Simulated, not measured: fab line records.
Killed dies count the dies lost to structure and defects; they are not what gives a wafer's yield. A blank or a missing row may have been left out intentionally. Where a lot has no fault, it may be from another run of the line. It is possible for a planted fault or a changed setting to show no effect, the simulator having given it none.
What tool caused it? ; flow gf180mcu ; Sampling: 12 lots, 36 wafers, 6 of 602 route steps

WHAT THE GAUGES SHOWED, per wafer
GF_STI_CD_MEAS_12 targets a cd of 220 nm. Usual: 220.2 nm for cd-nm, sd 1.2.
lot;measured;on;cd-nm (nm);flag
L799;day 2 15:04;cd-sem-02;222.0 221.0 222.2;
L800;day 2 23:16;cd-sem-01;220.6 220.2 219.2;
L801;day 2 23:38;cd-sem-02;219.1 219.9 218.9;
L802;day 3 05:05;cd-sem-02;218.2 218.3 219.0;
L803;day 3 08:52;cd-sem-01;220.6 221.6 220.7;
L809;day 4 15:17;cd-sem-01;219.7 219.2 219.8;
L810;day 4 20:46;cd-sem-01;221.1 221.5 219.9;
L812;day 5 06:43;cd-sem-01;221.2 220.6 221.8;
L815;day 5 23:22;cd-sem-01;220.6 221.1 219.6;
L817;day 6 08:52;cd-sem-02;222.1 221.2 222.2;
L819;day 6 20:56;cd-sem-01;219.8 219.2 219.6;
L820;day 7 00:53;cd-sem-02;220.2 220.3 219.7;

GF_DNWELL_TW_MEAS_09. Usual: DNWELL_TW gives 1363 (standard deviation 9.1).
lot;measured;on;DNWELL_TW;flag
L799;day 3 08:34;film-metro-04;1378 1379 1376;
L800;day 3 17:19;film-metro-02;1355 1346 1359;
L801;day 3 18:32;film-metro-04;1367 1384 1373;
L802;day 4 00:58;film-metro-03;1363 1359 1362;
L803;day 4 04:46;film-metro-04;1372 1358 1367;
L809;day 5 10:47;film-metro-04;1358 1355 1354;
L810;day 5 17:22;film-metro-03;1369 1354 1362;
L812;day 6 02:25;film-metro-04;1368 1371 1368;
L815;day 6 20:15;film-metro-02;1356 1356 1351;
L817;day 7 06:19;film-metro-04;1361 1355 1361;
L819;day 7 17:29;film-metro-02;1355 1358 1354;
L820;day 7 23:05;film-metro-02;1349 1351 1351;

GF_VT_IMPLANT_RS_MEAS_47: uses a four-point probe to measure. Usual: NWELL_RS gives 490.1 ohm/sq (standard deviation 1).
lot;measured;on;NWELL_RS (ohm/sq);flag
L799;day 8 11:59;film-metro-04;489.7 490.7 490.4;
L800;day 8 23:27;film-metro-04;490.2 490.2 489.0;
L801;day 9 01:19;film-metro-01;490.1 489.1 489.8;
L802;day 9 10:04;film-metro-03;490.0 489.1 489.8;
L803;day 9 14:12;film-metro-03;490.6 490.6 492.5;
L809;day 11 03:52;film-metro-04;501.4 501.5 500.6 501.8 501.4 501.0;OFF
L810;day 11 11:44;film-metro-03;490.8 489.8 489.4;
L812;day 11 23:11;film-metro-03;501.2 502.3 501.5 501.6 501.8 501.0;OFF
L815;day 12 20:47;film-metro-03;489.5 490.3 489.9;
L817;day 13 09:59;film-metro-04;491.8 491.7 491.6;
L819;day 14 01:43;film-metro-01;490.0 491.8 490.6;
L820;day 14 10:17;film-metro-03;491.8 490.7 489.5;

GF_VT_IMPLANT_RS_MEAS_48: uses a four-point probe to measure. Usual: LVPWELL_RS gives 1198.7 ohm/sq (standard deviation 2.9).
lot;measured;on;LVPWELL_RS (ohm/sq);flag
L799;day 8 12:07;film-metro-04;1202.9 1202.2 1201.9;
L800;day 8 23:34;film-metro-04;1201.6 1197.7 1200.6;
L801;day 9 01:26;film-metro-01;1201.1 1205.7 1203.2;
L802;day 9 10:11;film-metro-03;1202.5 1200.2 1202.9;
L803;day 9 14:19;film-metro-03;1201.1 1200.0 1204.3;
L809;day 11 06:34;film-metro-04;1200.1 1195.5 1199.0;
L810;day 11 11:52;film-metro-03;1194.5 1194.3 1196.0;
L812;day 12 05:31;film-metro-03;1200.3 1198.2 1197.7;
L815;day 12 20:54;film-metro-03;1192.1 1194.0 1194.8;
L817;day 13 10:07;film-metro-04;1195.1 1196.4 1195.9;
L819;day 14 01:50;film-metro-01;1197.1 1200.2 1199.4;
L820;day 14 10:24;film-metro-03;1202.3 1199.9 1200.7;

TOOL THAT RAN EACH LOT (tool first, then ch and the chambers of the sampled wafers, then the start)
lot;GF_DNWELL_STRIP_08;GF_NWELL_IMPLANT_08
L799;plasma-asher-01 ch 0,1, day 3 08:28;implanter-01 ch 0, day 3 22:28
L800;plasma-asher-04 ch 0,1, day 3 17:13;implanter-01 ch 0, day 4 06:54
L801;plasma-asher-01 ch 0,1, day 3 18:26;implanter-03 ch 0, day 4 08:34
L802;plasma-asher-01 ch 0,1, day 4 00:52;implanter-01 ch 0, day 4 15:06
L803;plasma-asher-01 ch 0,1, day 4 04:40;implanter-01 ch 0, day 4 19:12
L809;plasma-asher-04 ch 0,1, day 5 10:41;implanter-01 ch 0, day 6 01:52
L810;plasma-asher-04 ch 0,1, day 5 17:16;implanter-04 ch 0, day 6 08:36
L812;plasma-asher-01 ch 0,1, day 6 02:19;implanter-01 ch 0, day 6 17:31
L815;plasma-asher-04 ch 0,1, day 6 20:10;implanter-03 ch 0, day 7 12:31
L817;plasma-asher-01 ch 0,1, day 7 06:13;implanter-04 ch 0, day 7 22:42
L819;plasma-asher-04 ch 0,1, day 7 17:22;implanter-04 ch 0, day 8 09:50
L820;plasma-asher-01 ch 0,1, day 7 23:01;implanter-03 ch 0, day 8 16:16
- GF_DNWELL_STRIP_08: strips in O2/N2.
- GF_NWELL_IMPLANT_08

AS READ BY THE TOOLS THEMSELVES (means over the sampled wafers that have a number; for cases with no such wafer, the mark the record gives instead)
GF_DNWELL_STRIP_08. Usual: drypump-motor-current-A 5.9 A, standard deviation 0.53; heater-power-w 326 W, standard deviation 15; oes-product-au 0.722 a.u., standard deviation 0.0045; strip-time-to-endpoint-s 37.48 s, standard deviation 0.082.
lot;tool;drypump-motor-current-A (A);heater-power-w (W);oes-product-au (a.u.);strip-time-to-endpoint-s (s);flag
L799;plasma-asher-01;5.5;315;0.725;37.50;
L800;plasma-asher-04;6.5;332;0.715;37.50;
L801;plasma-asher-01;5.5;319;0.726;37.49;
L802;plasma-asher-01;5.4;318;0.721;37.46;
L803;plasma-asher-01;5.4;316;0.727;37.56;
L809;plasma-asher-04;6.5;339;0.720;37.40;
L810;plasma-asher-04;6.3;342;0.723;37.58;
L812;plasma-asher-01;5.4;316;0.721;37.55;
L815;plasma-asher-04;6.3;339;0.721;37.43;
L817;plasma-asher-01;5.7;316;0.719;37.38;
L819;plasma-asher-04;6.5;331;0.722;37.47;
L820;plasma-asher-01;5.4;318;0.720;37.38;

GF_NWELL_IMPLANT_08. Usual: beam-energy-keV 449.99, standard deviation 0.14; beam-on-s 10.00 s, standard deviation 0.2; faraday-current-uA 84.5, standard deviation 1.7.
lot;tool;beam-energy-keV;beam-on-s (s);faraday-current-uA;flag
L799;implanter-01;449.96;9.91;85.2;
L800;implanter-01;449.94;9.88;85.5;
L801;implanter-03;449.99;10.06;84.1;
L802;implanter-01;449.75;10.09;83.9;
L803;implanter-01;449.90;9.79;86.3;
L809;implanter-01;394.82;9.95;85.0;OFF
L810;implanter-04;450.09;10.02;84.4;
L812;implanter-01;394.89;9.94;84.9;OFF
L815;implanter-03;450.05;10.17;83.0;
L817;implanter-04;449.84;9.87;85.9;
L819;implanter-04;450.10;9.81;86.1;
L820;implanter-03;449.83;10.08;84.0;

THE ANSWER, worked out from the rows above alone
Rule: a lot is off if the mean of its wafers that have a number lies more than 3 standard deviations from the usual mean. Also off: a lot with no number at a reading for which 4 or more lots have one. Any other lot the step has rows for is counted as sound. Order of review: gauges by route order, followed by the tools' own readings, for which a lot's mean as printed above is used. At the first step where some lot is off, the reading lying furthest off is the one used; lots without a number count as furthest.
Off: L809, L812, seen at GF_VT_IMPLANT_RS_MEAS_47 (NWELL_RS).
A tool fits if, at a process step before that reading, it ran every lot that is off, and no sound lot after the first of them. Not tried: the gauges at GF_VT_IMPLANT_RS_MEAS_47; whatever is off there is also off at GF_NWELL_IMPLANT_08, on other tools, and gauge error can't account for it. One fits: GF_NWELL_IMPLANT_08 on implanter-01. Its last sound lot is L803 (day 4 19:12), its first lot that is off L809 (day 6 01:52): a fault that began between those two fits.
On the lots that are off, the tool's own readings at GF_NWELL_IMPLANT_08 differ by more than 5 times the standard deviation of the sound lots' means, which bears it out; beam-energy-keV reads 394.86 there versus 449.94 on the sound lots.

WHAT WAS PUT IN BY THE SIMULATOR
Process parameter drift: implanter-01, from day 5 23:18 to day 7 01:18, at GF_NWELL_IMPLANT_08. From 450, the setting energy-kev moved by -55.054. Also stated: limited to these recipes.
Struck lots among those shown: L809, L812. The rule given above showed the same thing.
